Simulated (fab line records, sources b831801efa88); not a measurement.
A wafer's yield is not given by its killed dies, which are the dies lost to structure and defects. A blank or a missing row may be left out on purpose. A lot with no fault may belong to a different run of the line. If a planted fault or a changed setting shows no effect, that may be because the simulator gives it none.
Which tool is to blame? -- flow gf180mcu -- 12 lots, 36 wafers sampled, at 4 steps of a route of 602

WHAT THE GAUGES READ, wafer by wafer
GF_HV_LDD_OVL_MEAS_32. Usual: HV_LDD_02_OVL -0.5 nm, standard deviation 1.1.
lot,measured,on,HV_LDD_02_OVL (nm),flag
L211,day 11 10:40,overlay-01,-1.3 -1.4 -1.0,
L212,day 11 19:53,overlay-01,-1.3 0.3 -1.6,
L213,day 12 00:13,overlay-02,-0.6 -1.2 -0.6,
L214,day 12 12:41,overlay-02,-1.5 -0.2 -1.7,
L215,day 12 21:19,overlay-01,0.4 -0.1 0.9,
L218,day 13 15:43,overlay-02,-0.9 -0.4 -0.4,
L219,day 13 21:27,overlay-01,0.6 -0.3 1.1,
L222,day 15 01:25,overlay-01,-2.0 -0.9 0.0,
L223,day 15 11:12,overlay-01,-0.2 -1.0 -0.6,
L229,day 17 13:55,overlay-01,1.0 -0.1 1.9,
L233,day 18 18:01,overlay-01,0.3 -0.7 -0.5,
L234,day 19 01:44,overlay-01,-2.9 -1.2 1.7,

WHICH TOOL RAN EACH LOT (tool, then ch and the chambers of the sampled wafers, then the start)
lot,GF_NWELL_IMPLANT_08,GF_NWELL_STRIP_10,GF_HV_LDD_STRIP_22
L211,"implanter-04 ch 0, day 3 07:29","plasma_asher-01 ch 0,1, day 3 07:46","plasma_asher-03 ch 0,1, day 10 15:45"
L212,"implanter-03 ch 0, day 3 12:10","plasma_asher-04 ch 0,1, day 3 12:26","plasma_asher-01 ch 0,1, day 11 01:13"
L213,"implanter-01 ch 0, day 3 16:53","plasma_asher-04 ch 0,1, day 3 17:11","plasma_asher-03 ch 0,1, day 11 05:23"
L214,"implanter-03 ch 0, day 4 01:48","plasma_asher-04 ch 0,1, day 4 02:04","plasma_asher-02 ch 0,1, day 11 16:55"
L215,"implanter-03 ch 0, day 4 04:39","plasma_asher-03 ch 0,1, day 4 04:56","plasma_asher-02 ch 0,1, day 12 01:44"
L218,"implanter-04 ch 0, day 4 21:01","plasma_asher-01 ch 0,1, day 4 21:17","plasma_asher-02 ch 0,1, day 12 19:57"
L219,"implanter-01 ch 0, day 5 03:03","plasma_asher-03 ch 0,1, day 5 03:20","plasma_asher-03 ch 0,1, day 13 01:21"
L222,"implanter-01 ch 0, day 5 19:40","plasma_asher-04 ch 0,1, day 5 19:56","plasma_asher-02 ch 0,1, day 14 04:12"
L223,"implanter-01 ch 0, day 5 23:38","plasma_asher-04 ch 0,1, day 5 23:55","plasma_asher-01 ch 0,1, day 14 13:12"
L229,"implanter-04 ch 0, day 7 13:19","plasma_asher-04 ch 0,1, day 7 13:37","plasma_asher-02 ch 0,1, day 16 14:21"
L233,"implanter-04 ch 0, day 8 09:15","plasma_asher-03 ch 0,1, day 8 09:32","plasma_asher-03 ch 0,1, day 17 18:15"
L234,"implanter-04 ch 0, day 8 14:14","plasma_asher-01 ch 0,1, day 8 14:29","plasma_asher-02 ch 0,1, day 18 01:47"
- GF_NWELL_IMPLANT_08
- GF_NWELL_STRIP_10: strips in O2/N2.
- GF_HV_LDD_STRIP_22: strips in O2/N2.

AS READ BY THE TOOLS THEMSELVES (means over the sampled wafers that have a number; for cases with no such wafer, the mark the record gives instead)
GF_NWELL_IMPLANT_08. Usual: beam_energy_keV at 450.02, with a standard deviation of 0.14.
lot,tool,beam_energy_keV,flag
L211,implanter-04,450.19,
L212,implanter-03,450.13,
L213,implanter-01,450.15,
L214,implanter-03,450.13,
L215,implanter-03,450.03,
L218,implanter-04,449.97,
L219,implanter-01,449.84,
L222,implanter-01,464.70,OFF
L223,implanter-01,464.68,OFF
L229,implanter-04,450.09,
L233,implanter-04,450.12,
L234,implanter-04,450.10,

GF_NWELL_STRIP_10. Usual: drypump_motor_current_A 5.8 A, standard deviation 0.56; heater_power_w 340 W, standard deviation 27; oes_product_au 0.722 a.u., standard deviation 0.0053; strip_time_to_endpoint_s 36.95 s, standard deviation 0.11.
lot,tool,drypump_motor_current_A (A),heater_power_w (W),oes_product_au (a.u.),strip_time_to_endpoint_s (s),flag
L211,plasma_asher-01,6.2,362,0.720,37.01,
L212,plasma_asher-04,6.0,337,0.723,36.80,
L213,plasma_asher-04,6.0,331,0.724,36.80,
L214,plasma_asher-04,6.1,341,0.721,36.99,
L215,plasma_asher-03,5.7,355,0.724,36.96,
L218,plasma_asher-01,5.7,343,0.722,37.08,
L219,plasma_asher-03,5.2,332,0.722,36.92,
L222,plasma_asher-04,6.0,337,0.715,37.01,
L223,plasma_asher-04,6.0,331,0.724,37.11,
L229,plasma_asher-04,6.0,326,0.725,37.01,
L233,plasma_asher-03,5.2,321,0.723,36.89,
L234,plasma_asher-01,5.7,346,0.720,36.98,

GF_HV_LDD_STRIP_22. Usual: drypump_motor_current_A 5.6 A, standard deviation 0.57; heater_power_w 336 W, standard deviation 27; oes_product_au 0.716 a.u., standard deviation 0.005; strip_time_to_endpoint_s 12.65 s, standard deviation 0.031.
lot,tool,drypump_motor_current_A (A),heater_power_w (W),oes_product_au (a.u.),strip_time_to_endpoint_s (s),flag
L211,plasma_asher-03,5.2,324,0.723,12.64,
L212,plasma_asher-01,5.7,347,0.717,12.67,
L213,plasma_asher-03,5.7,352,0.723,12.64,
L214,plasma_asher-02,5.5,329,0.716,12.61,
L215,plasma_asher-02,5.7,331,0.715,12.61,
L218,plasma_asher-02,5.7,332,0.716,12.63,
L219,plasma_asher-03,5.2,324,0.715,12.64,
L222,plasma_asher-02,5.4,330,0.715,12.68,
L223,plasma_asher-01,6.2,359,0.719,12.62,
L229,plasma_asher-02,5.5,331,0.717,12.67,
L233,plasma_asher-03,5.7,346,0.714,12.64,
L234,plasma_asher-02,5.5,330,0.713,12.66,

THE ANSWER, worked out from the rows above alone
Rule: a lot counts as off when the mean over its wafers that have a number is more than 3 standard deviations away from the usual mean. A lot without any number at a reading at which 4 lots or more have one is off too. The other lots that the step has rows for count as sound. First the gauges in route order, then the tools' own readings, where a lot's mean is used as printed above. At the first step where some lot is off, the reading lying furthest off is the one used; lots without a number count as furthest.
Off, at GF_NWELL_IMPLANT_08 on beam_energy_keV: L222, L223.
If a tool, at that step or one of the process steps before it, ran each lot that is off and ran no sound lot following the first of them, it fits. One fits: implanter-01 at GF_NWELL_IMPLANT_08. A fault onset in the window from L219 (day 5 03:03, its last sound lot) to L222 (day 5 19:40, its first lot off) fits.
The tool's own readings at GF_NWELL_IMPLANT_08 bear it out: on the lots that are off they differ by more than 5 times the standard deviation of the sound lots' means. beam_energy_keV reads 464.69 there against 450.07 on the sound lots.

WHAT THE SIMULATOR HAD PUT IN
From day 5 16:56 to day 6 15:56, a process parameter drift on implanter-01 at GF_NWELL_IMPLANT_08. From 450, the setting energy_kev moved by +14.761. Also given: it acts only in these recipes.
Shown lots that were struck: L222, L223. The same result came from the rule above.
